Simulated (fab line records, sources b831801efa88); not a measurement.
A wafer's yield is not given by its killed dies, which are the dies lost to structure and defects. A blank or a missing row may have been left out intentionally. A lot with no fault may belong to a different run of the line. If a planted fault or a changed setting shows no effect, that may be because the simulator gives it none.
A lot that was struck, set against a sound lot | flow sky130 | 18 steps out of a route of 708
Sound: wafers L476.2, L476.4, L476.5. Wafers struck: L471.1, L471.2, L471.6. The cause is named last.
Each step with rows lists, per side, the tool, then ch with its chambers, then its first start. Under that, the readings that differ: sound wafers | struck wafers | difference of the means | sigmas: that difference in standard deviations of wafers without a fault.
alike: words and numbers the same on both sides, and readings whose means are apart by under 2 such deviations; not compared: readings that were withheld, readings missing a value for some wafer, numbers with overlapping values and no deviation given by the record, and bounds like >300 which may hide the same value.
A row with sigmas, a row that says differs or no value, or rows on one side alone: a step with any of these is where the two part. Non-overlapping numbers with no deviation appear without sigmas and do not part them. A reading missing from all wafers of one side parts the sides only when that side holds two or more wafers.

first, 1 step without rows for these wafers: SKY_VT_ADJUST_PCH_IMPLANT_08.
SKY_VT_ADJUST_PCH_STRIP_09: strips in O2/N2.
  sound on plasma-asher-03 ch 0, day 16 14:02; struck on plasma-asher-03 ch 0,1, day 14 21:41
  alike: drypump-motor-current-A, oes-product-au, strip-time-to-endpoint-s
  not compared: rf-hours-counter-h
SKY_VT_ADJUST_PCH_TW_MEAS_10:
  sound: film-metro-01 at day 16 14:09; struck: film-metro-01 at day 14 21:47
  alike: VT_ADJUST_PCH_TW
then, 7 steps without rows for these wafers: SKY_SONOS_TUNNEL_DEHYDRATE_00 (time 60 s); SKY_SONOS_TUNNEL_HMDS_01 (prime time 60 s); SKY_SONOS_TUNNEL_COAT_02 (resist thk 1140 nm); SKY_SONOS_TUNNEL_SOFTBAKE_03 (time 60 s); SKY_SONOS_TUNNEL_EXPOSE_04 (exposes mask TUNM, target cd 410 nm); SKY_SONOS_TUNNEL_PEB_05; SKY_SONOS_TUNNEL_DEVELOP_06 (develop time 60 s).
SKY_SONOS_TUNNEL_CD_MEAS_07: target cd 410 nm.
  sound: cd-sem-01 at day 17 19:39; struck: cd-sem-02 at day 16 00:41
  alike: cd-nm
SKY_SONOS_TUNNEL_OVL_MEAS_08:
  sound: overlay-02 at day 17 19:46; struck: overlay-02 at day 16 00:48
  reading               | sound       | struck        | difference | sigmas
  SONOS_TUNNEL_OVL (nm) | 2.7 4.2 2.2 | 0.2 -1.7 -1.0 | -3.9       | -3
SKY_SONOS_TUNNEL_IMPLANT_09:
  sound on implanter-04 ch 0, day 17 19:49; struck on implanter-04 ch 0, day 16 01:09
then, 2 steps without rows for these wafers: SKY_SONOS_TUNNEL_WET_ETCH_10 (etches SiO2 in dHF, target depth 14 nm, time 280 s); SKY_SONOS_TUNNEL_STRIP_11 (strips in SPM, time 600 s).
SKY_SONOS_TUNNEL_TW_MEAS_12:
  sound: film-metro-04 at day 17 20:23; struck: film-metro-04 at day 16 01:34
  reading         | sound             | struck            | difference | sigmas
  SONOS_TUNNEL_TW | 198.4 196.5 196.0 | 239.2 242.0 241.1 | +43.8      | +27
then, 1 step without rows for these wafers: SKY_SONOS_TUNNEL_CLEAN_13 (cleans in dHF, time 20 s).
-- the record jumps here: 33 days lie between the struck wafers' starts before and after (it left off in module SONOS_TUNNEL and takes up again in module PAD_OPEN, whose first step shown is number 708 of the route) --
SKY_PAD_OPEN_PROBE_99:
  sound: prober-02 at day 50 08:46; struck: prober-01 at day 49 10:57
  reading                                 | sound                  | struck                  | difference | sigmas
  model.etest.tip-sonos.rs-ohm-sq         | 2594 2599 2631         | 2686 2682 2713          | +86        |
  model.etest.sonos-uncharged.r-on-ohm-um | 812.5 820.8 829.4      | 876.2 872.6 879.5       | +55.2      |
  model.etest.sonos-baked.vt-v (V)        | 0.9006 0.9475 0.9837   | 1.207 1.184 1.146       | +0.235     |
  model.etest.sonos-programmed.vt-v (V)   | 1.378 1.471 1.473      | 1.681 1.644 1.638       | +0.214     |
  model.etest.sonos-uncharged.vt-v (V)    | -0.427 -0.3945 -0.4155 | -0.1867 -0.2134 -0.2213 | +0.2052    |
  model.etest.sonos-erased.vt-v (V)       | -2.208 -2.208 -2.249   | -2.018 -1.995 -1.998    | +0.218     |
  alike: killed_at_M0_to_M3, killed_at_M4_up, killed-at-contacts, killed-at-front-end, killed-at-other, killed-dies, killed-open, killed-short

== WHERE THEY PART ==
At SKY_SONOS_TUNNEL_OVL_MEAS_08 first; at SKY_SONOS_TUNNEL_TW_MEAS_12 last (within this record only). Later steps at which nothing parts them and some readings are alike: SKY_PAD_OPEN_PROBE_99.

WHY: what had been put in by the simulator
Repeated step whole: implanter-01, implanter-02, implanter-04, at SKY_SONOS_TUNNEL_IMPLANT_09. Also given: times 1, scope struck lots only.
